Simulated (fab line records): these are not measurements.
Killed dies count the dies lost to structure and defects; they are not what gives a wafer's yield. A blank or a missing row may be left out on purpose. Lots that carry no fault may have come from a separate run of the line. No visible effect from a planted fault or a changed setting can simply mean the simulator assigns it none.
Which tool did it?	flow sky130	36 wafers sampled from 12 lots at 1 step of a route of 708

WHAT THE GAUGES SHOWED, per wafer
SKY_LI_CONTACT_BOW_MEAS_03.
lot	measured	on	LI_CONTACT_BOW (um)
L075	day 28 13:13	film_metro-03	64 58 60
L077	day 29 12:55	film_metro-03	58 60 65
L079	day 30 00:42	film_metro-03	60 64 50
L081	day 30 13:40	film_metro-03	52 56 67
L082	day 31 11:49	film_metro-04	60 49 50
L085	day 32 04:14	film_metro-03	53 49 62
L087	day 33 00:35	film_metro-03	54 52 46
L089	day 33 04:34	film_metro-03	44 38 46
L091	day 33 18:58	film_metro-03	58 53 48
L093	day 34 14:46	film_metro-04	72 63 44
L095	day 35 09:42	film_metro-04	56 62 61
L097	day 35 18:53	film_metro-04	57 51 54

EACH LOT AND THE TOOL THAT RAN IT (in order: tool; ch and the chambers of the sampled wafers; start)
Before these readings, the record contains no process step.

THE ANSWER, worked out from the rows above alone
Rule: usual is defined by the lots themselves. The widest of any qualifying gaps counts: lots, ordered by their means at a reading, are off when they make up no more than a third of the lots, leave a main group of 4 or more, and stand apart from it by 3 or more times the standard deviation of that group's means. A main group is skipped when, at the precision printed for the reading in the tables above, its means are all equal. Also off: a lot with no number at a reading for which 4 or more lots have one. Where the step has rows for the other lots, those lots are counted as sound.
No lot is off at any reading shown: from this, nothing can be told.

WHAT THE SIMULATOR PUT IN
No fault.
